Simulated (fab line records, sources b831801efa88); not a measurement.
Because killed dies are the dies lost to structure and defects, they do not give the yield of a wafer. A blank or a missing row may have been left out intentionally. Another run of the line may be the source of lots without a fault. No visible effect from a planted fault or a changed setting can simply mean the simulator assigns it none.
Comparing a struck lot with a sound one || flow sky130 || 44 steps out of a route of 708
Sound: wafers L782.1, L782.3, L782.4. The struck wafers were L789.2, L789.5, L789.6. The cause comes at the end.
At each step with rows: each side's tool, then ch and its chambers, then its first start. Under that, the readings that differ: sound wafers || struck wafers || difference of the means || sigmas: that difference in standard deviations of wafers without a fault.
alike: readings with means less than 2 such deviations apart, plus words and numbers identical on both sides. not compared: withheld readings, readings lacking a value on some wafer, bounds such as >300 that could conceal the same value, and numbers that have no deviation in the record and whose values overlap.
The two part at a step that has a row with sigmas, a row that says differs or no value, or rows on one side only. When numbers do not overlap yet have no deviation, they are printed without sigmas and do not part them. Lack of a reading on every wafer of one side parts them only where that side has two or more wafers.

first, 5 steps without rows for these wafers: SKY_VIA3_ETCH_15 (etches SiO2 in C4F8/O2/Ar, stops on TiN, target depth 507 nm, time 78 s); SKY_VIA3_STRIP_16 (strips in O2/N2); SKY_VIA3_STRIP_17 (strips in post etch residue remover, time 1200 s); SKY_VIA3_CLEAN_18 (cleans in IPA, time 180 s); SKY_VIA3_CLEAN_19 (cleans in O3/DIW).
SKY_VIA3_SPUTTER_20: material TiN, target thk 20 nm, time 80 s.
  sound on pvd sputter-03 at day 41 10:36; struck on pvd sputter-02 at day 42 13:20
  alike: throttle valve pct
then, 1 step without rows for these wafers: SKY_VIA3_CVD_21 (deposits W, target thk 390 nm, time 117.31 s).
SKY_VIA3_RS_MEAS_22: a four-point-probe measurement.
  sound on film metro-04 at day 41 10:47; struck on film metro-04 at day 42 13:32
  alike: VIA3_W_RS
SKY_VIA3_THK_MEAS_23: measures by xrf.
  sound on film metro-04 at day 41 10:54; struck on film metro-04 at day 42 13:39
  alike: VIA3_W_THK
SKY_VIA3_CMP_24: polishes, stops on SiO2, t overpolish 20 s, target thk 0 nm.
  sound on cmp-02 ch 0,2,3, day 41 10:58; struck on cmp-01 ch 0,3, day 42 13:45
  alike: motor current A, overpolish run s, time to endpoint s
SKY_METAL4_SPUTTER_00: material Ti, target thk 15 nm, time 10 s.
  sound on pvd sputter-01 at day 41 11:16; struck on pvd sputter-01 at day 42 14:00
  alike: throttle valve pct
then, 1 step without rows for these wafers: SKY_METAL4_SPUTTER_01 (material TiN, target thk 20 nm, time 16.7 s).
SKY_METAL4_SPUTTER_02: material AlCu, target thk 735 nm, time 39.1 s.
  sound on pvd sputter-01 at day 41 11:19; struck on pvd sputter-01 at day 42 14:03
{"reading": "model.AlCu_of_METAL4_SPUTTER_02.thk nm (nm)", "sound": "732.9 730.8 736", "struck": "508 511.7 506", "difference": -225, "sigmas": ""}
  alike: throttle valve pct
then, 2 steps without rows for these wafers: SKY_METAL4_SPUTTER_03 (material Ti, target thk 5 nm, time 3.3 s); SKY_METAL4_SPUTTER_04 (material TiN, target thk 70 nm, time 58.3 s).
SKY_CAP2M_CVD_00: deposits SiO2, target thk 15.5 nm.
  sound on pecvd-01 ch 1,2, day 41 11:25; struck on pecvd-01 ch 1,2, day 42 14:09
  alike: heater power w, rf fwd power W, susceptor temp C
SKY_CAP2M_THK_MEAS_01:
  sound on film metro-03 at day 41 11:26; struck on film metro-01 at day 42 14:12
  alike: CAP2M_CVD_00_THK
then, 1 step without rows for these wafers: SKY_CAP2M_SPUTTER_02 (material TiN, target thk 200 nm, time 166.7 s).
SKY_CAP2M_RS_MEAS_03: a four-point-probe measurement.
  sound on film metro-02 at day 41 11:37; struck on film metro-03 at day 42 14:23
  alike: CAP2M_TIN_RS
SKY_CAP2M_THK_MEAS_04: measures by xrf.
  sound on film metro-02 at day 41 11:44; struck on film metro-03 at day 42 14:29
  alike: CAP2M_TIN_THK
then, 7 steps without rows for these wafers: SKY_CAP2M_DEHYDRATE_05 (time 60 s); SKY_CAP2M_HMDS_06 (prime time 60 s); SKY_CAP2M_COAT_07 (resist thk 1140 nm); SKY_CAP2M_SOFTBAKE_08 (time 60 s); SKY_CAP2M_EXPOSE_09 (exposes mask CAP2M, target cd 1000 nm); SKY_CAP2M_PEB_10; SKY_CAP2M_DEVELOP_11 (develop time 60 s).
SKY_CAP2M_OVL_MEAS_12:
  sound on overlay-01 at day 42 10:04; struck on overlay-01 at day 43 12:31
  alike: CAP2M_OVL
SKY_CAP2M_METAL_ETCH_13: etches TiN in Cl2/BCl3, stops on SiO2, target depth 220 nm, time 62.9 s.
  sound on rie metal-02 ch 0,1, day 42 10:06; struck on rie metal-03 ch 0,1, day 43 12:33
  alike: drypump motor current A, oes product au, rf fwd power W, throttle valve pct
  not compared: rf hours counter h
then, 12 steps without rows for these wafers: SKY_CAP2M_STRIP_14 (strips in O2/N2); SKY_CAP2M_STRIP_15 (strips in post etch residue remover, time 1200 s); SKY_CAP2M_CLEAN_16 (cleans in IPA, time 180 s); SKY_CAP2M_CLEAN_17 (cleans in O3/DIW); SKY_METAL4_DEHYDRATE_05 (time 60 s); SKY_METAL4_HMDS_06 (prime time 60 s); SKY_METAL4_COAT_07 (resist thk 60 nm); SKY_METAL4_COAT_08 (resist thk 1140 nm); SKY_METAL4_SOFTBAKE_09 (time 90 s); SKY_METAL4_EXPOSE_10 (exposes mask MM4, target cd 300 nm); SKY_METAL4_PEB_11; SKY_METAL4_DEVELOP_12 (develop time 60 s).
SKY_METAL4_CD_MEAS_13 targets a cd of 300 nm.
  sound on cd sem-01 at day 43 09:26; struck on cd sem-02 at day 44 10:51
  alike: cd nm
SKY_METAL4_METAL_ETCH_18: etches the open film in Cl2/BCl3, stops on SiO2, target depth 845 nm, time 183.1 s.
  sound on rie metal-04 ch 0,1, day 43 09:44; struck on rie metal-02 ch 0,1, day 44 11:08
{"reading": "oes product au (a.u.)", "sound": "0.862 0.862 0.862", "struck": "0.740 0.731 0.737", "difference": -0.126, "sigmas": -21}
  alike: drypump motor current A, rf fwd power W, throttle valve pct
  not compared: rf hours counter h
-- the record jumps here: 4 days lie between the struck wafers' starts before and after (it left off in module METAL4 and takes up again in module PAD_OPEN, whose first step shown is number 708 of the route) --
SKY_PAD_OPEN_PROBE_99:
  sound on prober-02 at day 47 05:01; struck on prober-02 at day 48 03:06
{"reading": "model.etest.met4.line ohm um", "sound": "0.1418 0.14 0.14", "struck": "0.2098 0.2046 0.2062", "difference": "+0.0663", "sigmas": ""}
{"reading": "model.etest.via4 chain.rc ohm", "sound": "0.7884 0.8001 0.7847", "struck": "0.8409 0.838 0.8676", "difference": "+0.0578", "sigmas": ""}
{"reading": "model.etest.met4.rs ohm sq", "sound": "0.0429 0.04303 0.04279", "struck": "0.06199 0.06112 0.06199", "difference": "+0.01879", "sigmas": ""}
  alike: defect limited yield, killed_at_M0_to_M3, killed_at_M4_up, killed at contacts, killed at front end, killed at other, killed dies, killed open, killed short, sort_bin_3_pad_short, sort_bin_5_function, sort_bin_6_memory, sort n pass, sort yield pct

WHERE THEY PART
Only at SKY_METAL4_METAL_ETCH_18, as far as this record shows. Later steps at which nothing parts them and some readings are alike: SKY_PAD_OPEN_PROBE_99.

WHY: what the simulator had put in
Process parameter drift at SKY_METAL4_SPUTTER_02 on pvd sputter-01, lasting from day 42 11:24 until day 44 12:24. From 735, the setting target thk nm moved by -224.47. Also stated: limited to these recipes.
